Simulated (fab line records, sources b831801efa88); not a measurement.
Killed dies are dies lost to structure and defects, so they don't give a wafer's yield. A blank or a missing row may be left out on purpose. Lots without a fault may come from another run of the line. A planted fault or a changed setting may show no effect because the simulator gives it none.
A struck lot beside a sound one | flow sky130 | 16 steps out of a route of 708
Sound: wafers L941.2, L941.3, L941.5. Struck: wafers L949.1, L949.3. (L949.6 of the same lot was not struck and is left out.) The cause comes at the end.
At each step with rows: each side's tool, then ch and its chambers, then its first start. Under that, the readings that differ: sound wafers | struck wafers | difference of the means | sigmas: that difference in standard deviations of wafers without a fault.
alike: readings whose means differ by less than 2 such deviations, and words and numbers that are the same on both sides. not compared: withheld readings, readings that some wafer has no value for, bounds like >300 that may hide the same value, and numbers for which the record gives no deviation and whose values overlap.
The two part at a step that has a row with sigmas, a row that says differs or no value, or rows on one side only. Numbers that don't overlap but have no deviation are shown without sigmas and don't part them. A reading that every wafer of one side lacks parts them only if that side has two wafers or more.

first, 3 steps without rows for these wafers: SKY_METAL1_EXPOSE_12 (exposes mask MM1, target cd 140 nm); SKY_METAL1_PEB_13; SKY_METAL1_DEVELOP_14 (develop time 60 s).
SKY_METAL1_CD_MEAS_15: target cd 140 nm.
  sound on cd_sem-01, day 33 18:57; struck on cd_sem-01, day 36 05:47
  alike: cd_nm
SKY_METAL1_OVL_MEAS_16:
  sound on overlay-02, day 33 19:04; struck on overlay-02, day 36 05:55
  alike: METAL1_OVL
SKY_METAL1_DESCUM_17: chemistry O2, time 8 s.
  sound on rie_metal-02 ch 0,1, day 33 19:05; struck on rie_metal-01 ch 0,1, day 36 05:56
  alike: drypump_motor_current_A, oes_product_au
  not compared: rf_hours_counter_h
SKY_METAL1_ETCH_18: etches BARC in N2/H2, stops on SiO2, time 45.9 s, target depth 60 nm.
  sound on rie_metal-02 ch 0,1, day 33 19:07; struck on rie_metal-01 ch 0,1, day 36 05:59
  alike: bias_w, drypump_motor_current_A, oes_product_au, throttle_valve_pct
  not compared: rf_hours_counter_h
SKY_METAL1_METAL_ETCH_19: etches the open film in Cl2/BCl3, stops on SiO2, target depth 360 nm, time 78 s.
  sound on rie_metal-02 ch 0,1, day 33 19:11; struck on rie_metal-01 ch 0,1, day 36 06:02
  reading               | sound             | struck      | difference | sigmas
  oes_product_au (a.u.) | 0.852 0.860 0.852 | 0.830 0.856 | -0.012     | -2
  alike: bias_w, drypump_motor_current_A, throttle_valve_pct
  not compared: rf_hours_counter_h
SKY_METAL1_STRIP_20: strips in O2/N2.
  sound on plasma_asher-02 ch 0, day 33 19:17; struck on plasma_asher-02 ch 1, day 36 06:08
  reading               | sound             | struck      | difference | sigmas
  oes_product_au (a.u.) | 0.347 0.347 0.348 | 0.333 0.337 | -0.012     | -3
  alike: drypump_motor_current_A, strip_time_to_endpoint_s
  not compared: rf_hours_counter_h
then, 3 steps without rows for these wafers: SKY_METAL1_STRIP_21 (strips in post etch residue remover, time 1200 s); SKY_METAL1_CLEAN_22 (cleans in IPA, time 180 s); SKY_METAL1_CLEAN_23 (cleans in O3/DIW).
SKY_VIA1_HDPCVD_00: deposits SiO2, target thk 1030 nm, time 171.7 s.
  sound on hdpcvd-01 ch 0,1, day 33 19:52; struck on hdpcvd-02 ch 0,1, day 36 06:44
  reading                                  | sound          | struck      | difference | sigmas
  model.SiO2_of_VIA1_HDPCVD_00.thk_nm (nm) | 1030 1025 1026 | 533.8 559.4 | -480.4     |
SKY_VIA1_THK_MEAS_01:
  sound on film_metro-04, day 33 19:59; struck on film_metro-04, day 36 06:50
  reading              | sound          | struck  | difference | sigmas
  VIA1_HDPCVD_THK (nm) | 1029 1024 1026 | 534 559 | -480       | -54
SKY_VIA1_CMP_02: polishes SiO2.
  sound on cmp-01 ch 0,1,3, day 33 20:05; struck on cmp-02 ch 1,3, day 36 06:57
  alike: motor_current_A
-- the record jumps here: 12 days lie between the struck wafers' starts before and after (it left off in module VIA1 and takes up again in module PAD_OPEN, whose first step shown is number 708 of the route) --
SKY_PAD_OPEN_PROBE_99:
  sound on prober-02, day 46 13:04; struck on prober-02, day 48 09:18
  reading                               | sound                | struck             | difference | sigmas
  killed_at_M4_up                       | 0 1 2                | 7 6                | +6         | +3
  model.etest.tester.sort_n_pass        | 403 431 391          | 283 327            | -103       |
  model.etest.tester.sort_bin_3_pct (%) | 0.813 1.016 0.6098   | 27.44 19.92        | +22.87     |
  model.etest.tester.sort_yield_pct (%) | 81.91 87.6 79.47     | 57.52 66.46        | -21.00     |
  model.etest.met2_comb.leak_log10_a_um | -12.06 -11.99 -12.02 | -7.496 -8.117      | +4.217     |
  model.etest.tester.sort_bin_8_pct (%) | 0 0 0                | 1.882e-09 5.42e-08 | +2.804e-08 |
  alike: defect_limited_yield, killed_at_M0_to_M3, killed_at_contacts, killed_at_front_end, killed_at_other, killed_dies, killed_open, killed_short
  not compared: model.etest.tester.sort_bin_4_pct

WHERE THEY PART
First at SKY_METAL1_METAL_ETCH_19; last, within this record, at SKY_PAD_OPEN_PROBE_99.

WHY: what the simulator had put in
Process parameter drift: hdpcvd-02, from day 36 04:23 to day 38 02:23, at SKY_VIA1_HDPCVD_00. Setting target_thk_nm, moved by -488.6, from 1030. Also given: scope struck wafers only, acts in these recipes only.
